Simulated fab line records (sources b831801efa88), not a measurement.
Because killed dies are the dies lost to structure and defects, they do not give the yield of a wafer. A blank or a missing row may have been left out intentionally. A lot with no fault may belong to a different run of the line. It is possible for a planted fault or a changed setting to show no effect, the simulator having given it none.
fab line records    flow sky130
[record] lots = 24  wafers = 72  lastDay = 50
route steps=708 shown METAL1@454 VIA1@470 METAL2@489 VIA2@510
lots with no fault: from the same line, run without faults
startH: the number of hours between the record's first day and the start of the first shown wafer of the lot    waitH: hours since the lot's step before    " unchanged from the row above    L1.1+2: a single row standing in for several wafers    - no value present, or no start provided    * or withheld: withheld    < > ~ a bound
route shown NAME@n: NAME is a module with steps in the file, n the number in the route of the first one    usual: mean/standard deviation of fault-free wafers    same: alike in all rows    chamber/n: place in a boat    sites: each site's reading    _std_site: their standard deviation    _edge_site: the outer-site mean with the inner-site mean subtracted    radiusMm: for every site, how far away it sits from the centre of the wafer    mask NAME#n: copy n    behind: the tool/chamber that last shaped the wafer    hold: why the lot went on hold/how many hours it stayed there/how the hold came to an end    device: names the non-switching transistor (n, p or np)    end of line: the route-end tests of the same wafers    a step without rows: its recipe alone    killed: the dies lost at the first sort to structure and to defects; this is not the yield of the wafer    map: per-die view of a wafer (x killed, . not killed, _ where there is no die)
set.NAME: the setting as run; set.NAME@STEP: as run at that earlier step    model.NAME: the simulator's own value behind a step, which no gauge read
one table for each step of the route and one row for each wafer, over a sample of lots
services: a tool's chamber out of use, with start hour (startH, from the record's first day; less than 0 if before it), hours out, and reason
[[steps]]
[step SKY_METAL1_STRIP_20]
[recipe] chemistry = O2/N2  powerW = 1400  pressureMtorr = 1500  platenTempC = withheld  o2FlowSccm = 3000  n2FlowSccm = 300  overashFraction = 0.5
[usual] drypumpMotorCurrentA = 5.73/0.21  oesProductAu = 0.342/0.0051  stripTimeToEndpointS = 2.689/0.027
lot.wafer  tool            chamber  startH  waitH  drypumpMotorCurrentA  oesProductAu  rfHoursCounterH  stripTimeToEndpointS
L074.2     plasmaAsher-03  1        762.56  0.1    5.42                  0.349         66               2.718
L074.5     "               0        "       "      5.81                  0.344         -                2.678
L074.6     "               1        "       "      5.40                  0.341         -                2.725
L075.2     plasmaAsher-02  1        770.26  0.1    6.13                  0.341         32               2.708
L075.3     "               1        "       "      6.09                  0.341         -                2.726
L075.6     "               1        "       "      6.15                  0.351         -                2.685
L076.1     plasmaAsher-04  0        802.51  0.1    5.73                  0.333         6                2.683
L076.3     "               0        "       "      5.72                  0.343         -                2.706
L076.6     "               1        "       "      5.61                  0.352         -                2.688
L077.2     plasmaAsher-03  1        805.83  0.1    5.41                  0.343         70               2.683
L077.4     "               0        "       "      5.83                  0.337         -                2.702
L077.5     "               1        "       "      5.43                  0.335         -                2.709
L079.1     plasmaAsher-04  1        808.34  0.1    5.56                  0.335         6                2.673
L079.2     "               0        "       "      5.73                  0.334         6                2.657
L079.4     "               1        "       "      5.54                  0.345         -                2.675
L078.1     plasmaAsher-03  1        809.32  0.1    5.43                  0.337         70               2.667
L078.2     "               0        "       "      5.78                  0.338         70               2.636
L078.4     "               0        "       "      5.79                  0.342         -                2.636
L080.1     plasmaAsher-02  1        809.42  0.1    6.13                  0.341         36               2.732
L080.2     "               0        "       "      5.66                  0.337         36               2.684
L080.5     "               1        "       "      6.12                  0.346         -                2.750
L081.1     plasmaAsher-04  1        813.55  0.1    5.55                  0.335         7                2.688
L081.3     "               1        "       "      5.55                  0.343         -                2.691
L081.4     "               0        "       "      5.72                  0.344         -                2.708
L082.1     plasmaAsher-02  1        825.17  0.1    6.09                  0.347         38               2.737
L082.5     "               1        "       "      6.11                  0.333         -                2.675
L082.6     "               0        "       "      5.66                  0.348         -                2.710
L083.2     plasmaAsher-04  0        834.19  0.1    5.73                  0.333         9                2.648
L083.5     "               1        "       "      5.66                  0.337         -                2.681
L083.6     "               0        "       "      5.74                  0.350         -                2.675
L085.4     plasmaAsher-04  1        846.12  0.1    5.55                  0.337         -                2.697
L085.5     "               0        "       "      5.74                  0.340         -                2.711
L085.6     "               1        "       "      5.59                  0.343         -                2.673
L084.1     plasmaAsher-04  1        846.95  0.1    5.60                  0.342         10               2.655
L084.4     "               0        "       "      5.73                  0.341         -                2.644
L084.5     "               1        "       "      5.60                  0.343         -                2.679
L086.1     plasmaAsher-02  1        858.50  0.1    6.12                  0.343         41               2.695
L086.3     "               0        "       "      5.67                  0.351         -                2.766
L086.4     "               1        "       "      6.14                  0.346         -                2.704
L089.2     plasmaAsher-02  1        889.26  0.1    6.15                  0.346         44               2.669
L089.3     "               1        "       "      6.15                  0.343         -                2.647
L089.4     "               0        "       "      5.68                  0.346         -                2.702
L087.1     plasmaAsher-04  0        890.41  0.1    5.72                  0.341         15               2.657
L087.3     "               0        "       "      5.72                  0.344         -                2.691
L087.4     "               1        "       "      5.57                  0.333         -                2.680
L088.3     plasmaAsher-04  1        890.87  0.1    5.55                  0.344         -                2.716
L088.4     "               0        "       "      5.73                  0.338         -                2.653
L088.5     "               0        "       "      5.73                  0.346         -                2.661
L090.2     plasmaAsher-02  1        893.38  0.1    6.11                  0.346         45               2.713
L090.3     "               0        "       "      5.66                  0.335         -                2.678
L090.4     "               1        "       "      6.14                  0.338         -                2.652
L091.4     plasmaAsher-03  1        896.39  0.1    5.41                  0.337         -                2.688
L091.5     "               1        "       "      5.40                  0.344         -                2.719
L091.6     "               0        "       "      5.80                  0.340         -                2.728
L092.3     plasmaAsher-04  1        899.79  0.1    5.56                  0.340         -                2.689
L092.4     "               0        "       "      5.73                  0.339         -                2.707
L092.6     "               0        "       "      5.73                  0.344         -                2.716
L093.3     plasmaAsher-04  1        902.22  0.1    5.57                  0.341         -                2.707
L093.4     "               0        "       "      5.72                  0.341         -                2.676
L093.5     "               0        "       "      5.70                  0.348         -                2.718
L094.2     plasmaAsher-02  1        912.05  0.1    6.11                  0.343         47               2.684
L094.3     "               1        "       "      6.13                  0.346         -                2.703
L094.6     "               1        "       "      6.16                  0.345         -                2.695
L095.2     plasmaAsher-02  1        920.71  0.1    6.13                  0.336         48               2.657
L095.3     "               1        "       "      6.15                  0.346         -                2.684
L095.6     "               1        "       "      6.14                  0.341         -                2.692
L096.4     plasmaAsher-03  1        924.14  0.1    5.44                  0.347         -                2.686
L096.5     "               0        "       "      5.79                  0.343         -                2.697
L096.6     "               1        "       "      5.44                  0.338         -                2.710
L097.1     plasmaAsher-04  0        928.56  0.1    5.73                  0.339         19               2.639
L097.3     "               0        "       "      5.72                  0.341         -                2.679
L097.4     "               1        "       "      5.61                  0.345         -                2.658
[step SKY_VIA1_CD_MEAS_12]
[recipe] targetCdNm = 150
[usual] cdNm = 150.2/1.5
lot.wafer  tool      chamber  startH  waitH  cdNm
L074.2     cdSem-01  -        790.18  -      153.4
L074.5     "         -        "       "      153.4
L074.6     "         -        "       "      152.6
L075.2     cdSem-02  -        797.91  -      150.7
L075.3     "         -        "       "      150.9
L075.6     "         -        "       "      149.8
L076.1     cdSem-02  -        830.50  -      151.0
L076.3     "         -        "       "      151.0
L076.6     "         -        "       "      149.6
L077.2     cdSem-02  -        833.32  -      148.9
L077.4     "         -        "       "      149.9
L077.5     "         -        "       "      150.0
L079.1     cdSem-02  -        835.48  -      150.1
L079.2     "         -        "       "      150.9
L079.4     "         -        "       "      150.5
L078.1     cdSem-02  -        835.83  -      150.4
L078.2     "         -        "       "      149.8
L078.4     "         -        "       "      151.2
L080.1     cdSem-02  -        837.09  -      151.7
L080.2     "         -        "       "      152.0
L080.5     "         -        "       "      152.1
L081.1     cdSem-02  -        841.44  -      150.0
L081.3     "         -        "       "      150.0
L081.4     "         -        "       "      151.0
L082.1     cdSem-02  -        852.80  -      148.4
L082.5     "         -        "       "      148.0
L082.6     "         -        "       "      149.6
L083.2     cdSem-01  -        861.08  -      150.5
L083.5     "         -        "       "      150.7
L083.6     "         -        "       "      151.5
L085.4     cdSem-02  -        872.60  -      151.1
L085.5     "         -        "       "      149.5
L085.6     "         -        "       "      149.0
L084.1     cdSem-01  -        873.80  -      150.1
L084.4     "         -        "       "      151.1
L084.5     "         -        "       "      150.8
L086.1     cdSem-01  -        886.35  -      148.4
L086.3     "         -        "       "      149.6
L086.4     "         -        "       "      149.2
L089.2     cdSem-02  -        915.72  -      149.9
L089.3     "         -        "       "      149.6
L089.4     "         -        "       "      149.6
L087.1     cdSem-02  -        916.65  -      148.8
L087.3     "         -        "       "      148.8
L087.4     "         -        "       "      148.0
L088.3     cdSem-02  -        917.13  -      149.4
L088.4     "         -        "       "      151.0
L088.5     "         -        "       "      149.3
L090.2     cdSem-02  -        919.73  -      149.9
L090.3     "         -        "       "      150.3
L090.4     "         -        "       "      149.8
L091.4     cdSem-02  -        921.80  -      149.5
L091.5     "         -        "       "      148.2
L091.6     "         -        "       "      149.4
L092.3     cdSem-02  -        924.80  -      153.5
L092.4     "         -        "       "      153.6
L092.6     "         -        "       "      153.3
L093.3     cdSem-02  -        926.33  -      153.0
L093.4     "         -        "       "      151.3
L093.5     "         -        "       "      151.0
L094.2     cdSem-01  -        941.61  -      147.7
L094.3     "         -        "       "      148.8
L094.6     "         -        "       "      148.3
L095.2     cdSem-01  -        946.46  -      150.2
L095.3     "         -        "       "      151.8
L095.6     "         -        "       "      149.4
L096.4     cdSem-01  -        949.67  -      147.0
L096.5     "         -        "       "      149.2
L096.6     "         -        "       "      149.4
L097.1     cdSem-02  -        953.39  -      150.3
L097.3     "         -        "       "      152.1
L097.4     "         -        "       "      151.1
[step SKY_METAL2_THK_MEAS_06]
[recipe] thkMeasGauge = xrf  reads = AlCu_of_METAL2_SPUTTER_02
[usual] METAL2_ALCU_THK = 245.0/2
lot.wafer  tool          chamber  startH  waitH  METAL2_ALCU_THK[nm]
L074.2     filmMetro-03  -        792.33  0.1    246.9
L074.5     "             -        "       "      245.0
L074.6     "             -        "       "      247.8
L075.2     filmMetro-04  -        799.63  0.1    245.5
L075.3     "             -        "       "      247.3
L075.6     "             -        "       "      246.9
L076.1     filmMetro-02  -        832.26  0.1    244.3
L076.3     "             -        "       "      244.2
L076.6     "             -        "       "      242.3
L077.2     filmMetro-04  -        835.04  0.1    244.5
L077.4     "             -        "       "      248.6
L077.5     "             -        "       "      243.9
L079.1     filmMetro-04  -        837.22  0.1    247.7
L079.2     "             -        "       "      246.2
L079.4     "             -        "       "      248.0
L078.1     filmMetro-02  -        837.61  0.1    248.9
L078.2     "             -        "       "      243.3
L078.4     "             -        "       "      245.9
L080.1     filmMetro-02  -        838.91  0.1    244.7
L080.2     "             -        "       "      247.3
L080.5     "             -        "       "      247.4
L081.1     filmMetro-04  -        843.52  0.1    246.5
L081.3     "             -        "       "      244.4
L081.4     "             -        "       "      243.2
L082.1     filmMetro-02  -        858.33  0.1    245.8
L082.5     "             -        "       "      246.2
L082.6     "             -        "       "      248.2
L083.2     filmMetro-04  -        862.80  0.1    247.5
L083.5     "             -        "       "      244.4
L083.6     "             -        "       "      245.3
L085.4     filmMetro-03  -        874.41  0.1    245.8
L085.5     "             -        "       "      246.1
L085.6     "             -        "       "      243.7
L084.1     filmMetro-04  -        875.64  0.1    248.6
L084.4     "             -        "       "      247.8
L084.5     "             -        "       "      247.6
L086.1     filmMetro-04  -        888.12  0.1    242.8
L086.3     "             -        "       "      243.8
L086.4     "             -        "       "      243.9
L089.2     filmMetro-02  -        919.25  0.1    240.8
L089.3     "             -        "       "      245.9
L089.4     "             -        "       "      241.9
L087.1     filmMetro-04  -        919.84  0.1    244.6
L087.3     "             -        "       "      247.1
L087.4     "             -        "       "      245.4
L088.3     filmMetro-02  -        920.16  0.1    243.6
L088.4     "             -        "       "      243.8
L088.5     "             -        "       "      247.1
L090.2     filmMetro-04  -        921.46  0.1    246.3
L090.3     "             -        "       "      246.5
L090.4     "             -        "       "      245.0
L091.4     filmMetro-02  -        923.50  0.1    244.2
L091.5     "             -        "       "      243.2
L091.6     "             -        "       "      244.9
L092.3     filmMetro-02  -        926.53  0.1    248.9
L092.4     "             -        "       "      248.2
L092.6     "             -        "       "      246.0
L093.3     filmMetro-03  -        928.11  0.1    244.9
L093.4     "             -        "       "      241.6
L093.5     "             -        "       "      242.2
L094.2     filmMetro-04  -        943.42  0.1    247.6
L094.3     "             -        "       "      240.4
L094.6     "             -        "       "      243.6
L095.2     filmMetro-03  -        948.18  0.1    246.7
L095.3     "             -        "       "      240.9
L095.6     "             -        "       "      247.7
L096.4     filmMetro-04  -        951.96  0.1    242.5
L096.5     "             -        "       "      245.3
L096.6     "             -        "       "      243.7
L097.1     filmMetro-04  -        955.12  0.1    245.0
L097.3     "             -        "       "      242.7
L097.4     "             -        "       "      243.6
[step SKY_METAL2_DESCUM_17]
[recipe] chemistry = O2  sourcePowerW = 150  biasPowerW = 0  pressureMtorr = 10  tempC = 40  timeS = 8
[usual] drypumpMotorCurrentA = 5.7/0.43  oesProductAu = 0.999/0.0066
lot.wafer  tool         chamber  startH  waitH  drypumpMotorCurrentA  oesProductAu  rfHoursCounterH
L074.2     rieMetal-04  1        819.62  0.0    5.0                   1.000         7
L074.5     "            1        "       "      4.9                   0.990         -
L074.6     "            0        "       "      5.1                   0.999         -
L075.2     rieMetal-02  1        827.02  0.0    6.1                   1.002         -
L075.3     "            1        "       "      6.1                   0.995         -
L075.6     "            1        "       "      6.1                   0.990         -
L076.1     rieMetal-02  0        858.26  0.0    5.8                   0.996         1
L076.3     "            1        "       "      6.1                   1.002         -
L076.6     "            0        "       "      5.8                   1.000         -
L077.2     rieMetal-02  0        860.36  0.0    5.8                   0.994         1
L077.4     "            1        "       "      6.1                   1.002         -
L077.5     "            1        "       "      6.1                   1.000         -
L079.1     rieMetal-04  0        863.17  0.0    5.1                   0.998         10
L079.2     "            1        "       "      5.0                   1.001         8
L079.4     "            1        "       "      5.0                   0.999         -
L078.1     rieMetal-03  0        863.81  0.0    6.1                   0.990         5
L078.2     "            1        "       "      5.5                   1.005         9
L078.4     "            1        "       "      5.5                   1.011         -
L080.1     rieMetal-02  0        864.16  0.0    5.8                   1.009         1
L080.2     "            1        "       "      6.1                   1.001         10
L080.5     "            1        "       "      6.1                   0.996         -
L081.1     rieMetal-04  1        869.57  0.0    5.0                   1.001         9
L081.3     "            1        "       "      4.9                   0.999         -
L081.4     "            0        "       "      5.1                   1.009         -
L082.1     rieMetal-02  1        884.46  0.0    6.1                   0.998         11
L082.5     "            0        "       "      5.8                   1.000         -
L082.6     "            1        "       "      6.1                   0.989         -
L083.2     rieMetal-02  0        888.82  0.0    5.8                   1.006         2
L083.5     "            0        "       "      5.8                   1.000         -
L083.6     "            1        "       "      6.1                   1.001         -
L085.4     rieMetal-03  1        899.97  0.0    5.5                   1.001         -
L085.5     "            0        "       "      6.2                   1.007         -
L085.6     "            1        "       "      5.5                   1.002         -
L084.1     rieMetal-02  1        900.97  0.0    6.1                   1.009         11
L084.4     "            1        "       "      6.1                   1.002         -
L084.5     "            0        "       "      5.8                   0.998         -
L086.1     rieMetal-04  0        913.27  0.0    5.1                   1.005         12
L086.3     "            1        "       "      5.0                   0.996         -
L086.4     "            0        "       "      5.1                   1.008         -
L089.2     rieMetal-02  1        943.57  0.0    6.1                   0.996         14
L089.3     "            1        "       "      6.1                   1.003         -
L089.4     "            0        "       "      5.8                   0.992         -
L087.1     rieMetal-02  0        944.57  0.0    5.8                   0.996         5
L087.3     "            1        "       "      6.1                   1.004         -
L087.4     "            0        "       "      5.8                   0.996         -
L088.3     rieMetal-03  0        944.93  0.0    6.1                   0.998         -
L088.4     "            1        "       "      5.5                   1.003         -
L088.5     "            0        "       "      6.1                   0.999         -
L090.2     rieMetal-02  1        946.51  0.0    6.1                   1.010         14
L090.3     "            0        "       "      5.8                   0.992         -
L090.4     "            1        "       "      6.1                   1.000         -
L091.4     rieMetal-04  0        948.02  0.0    5.1                   1.013         -
L091.5     "            0        "       "      5.1                   0.998         -
L091.6     "            1        "       "      4.9                   0.985         -
L092.3     rieMetal-03  1        950.48  0.0    5.5                   1.000         -
L092.4     "            0        "       "      6.1                   0.988         -
L092.6     "            1        "       "      5.5                   0.980         -
L093.3     rieMetal-04  0        952.78  0.0    5.2                   1.013         -
L093.4     "            1        "       "      5.0                   1.008         -
L093.5     "            1        "       "      5.0                   1.009         -
L094.2     rieMetal-03  0        967.42  0.0    6.1                   0.998         10
L094.3     "            0        "       "      6.1                   0.994         -
L094.6     "            0        "       "      6.1                   1.007         -
L095.2     rieMetal-02  0        973.02  0.0    5.8                   0.992         7
L095.3     "            1        "       "      6.1                   1.001         -
L095.6     "            1        "       "      6.1                   0.992         -
L096.4     rieMetal-02  1        976.53  0.0    6.1                   0.993         -
L096.5     "            1        "       "      6.1                   0.991         -
L096.6     "            0        "       "      5.8                   0.999         -
L097.1     rieMetal-03  0        979.61  0.0    6.1                   0.999         11
L097.3     "            1        "       "      5.5                   0.999         -
L097.4     "            0        "       "      6.2                   0.994         -
[step SKY_METAL2_METAL_ETCH_19]
[recipe] targetDepthA = 3600  stopOn = SiO2  overEtchFrac = 0.3  timeS = 78  chemistry = Cl2/BCl3  resistSidewallDeg = 88  pressureMtorr = 10  icpW = 900  biasW = 48.5  Cl2_flow_sccm = 60  bcl3FlowSccm = 30
[usual] drypumpMotorCurrentA = 5.7/0.43  oesProductAu = 0.854/0.0057  throttleValvePct = 22.266/0.01
lot.wafer  tool         chamber  startH  waitH  drypumpMotorCurrentA  oesProductAu  rfHoursCounterH  throttleValvePct
L074.2     rieMetal-04  1        819.75  0.1    5.0                   0.852         7                22.265
L074.5     "            1        "       "      4.9                   0.847         -                22.265
L074.6     "            0        "       "      5.2                   0.857         -                22.263
L075.2     rieMetal-02  1        827.23  0.1    6.1                   0.853         -                22.268
L075.3     "            1        "       "      6.1                   0.857         -                22.263
L075.6     "            1        "       "      6.1                   0.853         -                22.253
L076.1     rieMetal-02  0        858.35  0.0    5.8                   0.848         1                22.251
L076.3     "            1        "       "      6.1                   0.852         -                22.261
L076.6     "            0        "       "      5.8                   0.848         -                22.257
L077.2     rieMetal-02  0        860.45  0.0    5.8                   0.850         1                22.290
L077.4     "            1        "       "      6.1                   0.855         -                22.254
L077.5     "            1        "       "      6.1                   0.854         -                22.277
L079.1     rieMetal-04  0        863.26  0.0    5.2                   0.854         10               22.269
L079.2     "            1        "       "      5.0                   0.851         9                22.279
L079.4     "            1        "       "      5.0                   0.863         -                22.280
L078.1     rieMetal-03  0        863.90  0.0    6.1                   0.859         5                22.259
L078.2     "            1        "       "      5.5                   0.857         9                22.261
L078.4     "            1        "       "      5.5                   0.862         -                22.276
L080.1     rieMetal-02  0        864.25  0.0    5.8                   0.861         1                22.272
L080.2     "            1        "       "      6.1                   0.851         10               22.264
L080.5     "            1        "       "      6.1                   0.864         -                22.266
L081.1     rieMetal-04  1        869.66  0.0    5.0                   0.854         9                22.252
L081.3     "            1        "       "      5.0                   0.846         -                22.278
L081.4     "            0        "       "      5.2                   0.862         -                22.265
L082.1     rieMetal-02  1        884.55  0.0    6.1                   0.864         11               22.266
L082.5     "            0        "       "      5.8                   0.858         -                22.266
L082.6     "            1        "       "      6.1                   0.857         -                22.282
L083.2     rieMetal-02  0        888.92  0.0    5.8                   0.856         2                22.267
L083.5     "            0        "       "      5.8                   0.858         -                22.253
L083.6     "            1        "       "      6.1                   0.854         -                22.283
L085.4     rieMetal-03  1        900.08  0.1    5.5                   0.854         -                22.259
L085.5     "            0        "       "      6.1                   0.857         -                22.255
L085.6     "            1        "       "      5.5                   0.850         -                22.257
L084.1     rieMetal-02  1        901.07  0.0    6.1                   0.867         12               22.271
L084.4     "            1        "       "      6.1                   0.853         -                22.268
L084.5     "            0        "       "      5.8                   0.848         -                22.255
L086.1     rieMetal-04  0        913.37  0.0    5.1                   0.850         12               22.281
L086.3     "            1        "       "      5.0                   0.857         -                22.260
L086.4     "            0        "       "      5.2                   0.850         -                22.244
L089.2     rieMetal-02  1        943.67  0.0    6.1                   0.862         14               22.278
L089.3     "            1        "       "      6.1                   0.863         -                22.265
L089.4     "            0        "       "      5.8                   0.845         -                22.273
L087.1     rieMetal-02  0        944.66  0.0    5.8                   0.857         5                22.271
L087.3     "            1        "       "      6.1                   0.857         -                22.281
L087.4     "            0        "       "      5.8                   0.850         -                22.271
L088.3     rieMetal-03  0        945.04  0.1    6.1                   0.860         -                22.268
L088.4     "            1        "       "      5.5                   0.851         -                22.264
L088.5     "            0        "       "      6.1                   0.864         -                22.270
L090.2     rieMetal-02  1        946.60  0.0    6.1                   0.860         14               22.259
L090.3     "            0        "       "      5.8                   0.856         -                22.270
L090.4     "            1        "       "      6.1                   0.846         -                22.262
L091.4     rieMetal-04  0        948.13  0.1    5.1                   0.852         -                22.256
L091.5     "            0        "       "      5.2                   0.843         -                22.263
L091.6     "            1        "       "      5.0                   0.853         -                22.263
L092.3     rieMetal-03  1        950.59  0.1    5.5                   0.855         -                22.266
L092.4     "            0        "       "      6.1                   0.856         -                22.261
L092.6     "            1        "       "      5.5                   0.863         -                22.247
L093.3     rieMetal-04  0        952.90  0.1    5.1                   0.854         -                22.267
L093.4     "            1        "       "      4.9                   0.848         -                22.266
L093.5     "            1        "       "      4.9                   0.846         -                22.261
L094.2     rieMetal-03  0        967.51  0.0    6.2                   0.858         10               22.276
L094.3     "            0        "       "      6.2                   0.853         -                22.261
L094.6     "            0        "       "      6.2                   0.851         -                22.288
L095.2     rieMetal-02  0        973.12  0.0    5.8                   0.859         7                22.274
L095.3     "            1        "       "      6.1                   0.848         -                22.256
L095.6     "            1        "       "      6.1                   0.857         -                22.243
L096.4     rieMetal-02  1        976.65  0.1    6.1                   0.849         -                22.267
L096.5     "            1        "       "      6.1                   0.865         -                22.279
L096.6     "            0        "       "      5.9                   0.853         -                22.265
L097.1     rieMetal-03  0        979.70  0.0    6.2                   0.857         11               22.271
L097.3     "            1        "       "      5.5                   0.846         -                22.261
L097.4     "            0        "       "      6.1                   0.854         -                22.263
[step SKY_VIA2_BOW_MEAS_03]
[recipe] mode = bow
[usual] VIA2_BOW = 86/7.4
lot.wafer  tool          chamber  startH  waitH  VIA2_BOW[um]
L074.2     filmMetro-04  -        820.97  0.1    91
L074.5     "             -        "       "      100
L074.6     "             -        "       "      86
L075.2     filmMetro-04  -        828.54  0.2    82
L075.3     "             -        "       "      82
L075.6     "             -        "       "      87
L076.1     filmMetro-04  -        860.17  0.1    85
L076.3     "             -        "       "      81
L076.6     "             -        "       "      74
L077.2     filmMetro-02  -        861.64  0.2    105
L077.4     "             -        "       "      94
L077.5     "             -        "       "      98
L079.1     filmMetro-01  -        864.43  0.1    88
L079.2     "             -        "       "      89
L079.4     "             -        "       "      86
L078.1     filmMetro-04  -        865.07  0.2    84
L078.2     "             -        "       "      91
L078.4     "             -        "       "      84
L080.1     filmMetro-02  -        865.42  0.1    95
L080.2     "             -        "       "      80
L080.5     "             -        "       "      82
L081.1     filmMetro-04  -        871.10  0.1    91
L081.3     "             -        "       "      94
L081.4     "             -        "       "      89
L082.1     filmMetro-04  -        885.75  0.2    86
L082.5     "             -        "       "      90
L082.6     "             -        "       "      84
L083.2     filmMetro-04  -        890.11  0.3    88
L083.5     "             -        "       "      92
L083.6     "             -        "       "      74
L085.4     filmMetro-02  -        901.32  0.3    85
L085.5     "             -        "       "      81
L085.6     "             -        "       "      84
L084.1     filmMetro-01  -        902.32  0.2    80
L084.4     "             -        "       "      89
L084.5     "             -        "       "      105
L086.1     filmMetro-02  -        918.08  0.2    82
L086.3     "             -        "       "      80
L086.4     "             -        "       "      77
L089.2     filmMetro-04  -        944.86  0.1    83
L089.3     "             -        "       "      80
L089.4     "             -        "       "      81
L087.1     filmMetro-01  -        945.89  0.2    89
L087.3     "             -        "       "      85
L087.4     "             -        "       "      86
L088.3     filmMetro-01  -        946.22  0.1    88
L088.4     "             -        "       "      76
L088.5     "             -        "       "      86
L090.2     filmMetro-04  -        947.85  0.2    90
L090.3     "             -        "       "      92
L090.4     "             -        "       "      99
L091.4     filmMetro-02  -        949.33  0.3    86
L091.5     "             -        "       "      98
L091.6     "             -        "       "      85
L092.3     filmMetro-02  -        952.01  0.1    67
L092.4     "             -        "       "      79
L092.6     "             -        "       "      76
L093.3     filmMetro-01  -        954.08  0.3    83
L093.4     "             -        "       "      90
L093.5     "             -        "       "      80
L094.2     filmMetro-01  -        968.71  0.2    75
L094.3     "             -        "       "      95
L094.6     "             -        "       "      91
L095.2     filmMetro-02  -        974.35  0.2    89
L095.3     "             -        "       "      93
L095.6     "             -        "       "      89
L096.4     filmMetro-01  -        977.85  0.2    89
L096.5     "             -        "       "      95
L096.6     "             -        "       "      89
L097.1     filmMetro-01  -        980.94  0.2    88
L097.3     "             -        "       "      71
L097.4     "             -        "       "      88
[[services]]
tool            chamber  startH  hours  kind
plasmaAsher-04  0        742.75  -      clean
plasmaAsher-04  1        742.75  -      clean
rieMetal-04     -        754.63  1.4    pm
rieMetal-03     -        777.88  1.4    pm
rieMetal-03     -        783.93  2.8    pm
rieMetal-02     0        806.24  -      clean
rieMetal-02     0        806.24  28.0   scheduledDown
rieMetal-02     0        806.24  28.0   ventCycle
rieMetal-04     0        812.80  5.4    repair
rieMetal-03     1        816.78  10.1   repair
rieMetal-03     1        869.24  9.3    repair
rieMetal-02     -        871.54  0.9    repair
rieMetal-04     -        873.23  0.8    repair
plasmaAsher-04  -        883.69  1.8    repair
rieMetal-04     0        905.00  5.9    repair
rieMetal-02     1        913.28  1.5    repair
rieMetal-03     -        928.86  1.6    repair
plasmaAsher-04  -        938.07  1.4    repair
rieMetal-02     -        954.83  0.8    repair
[[key]]
fault none
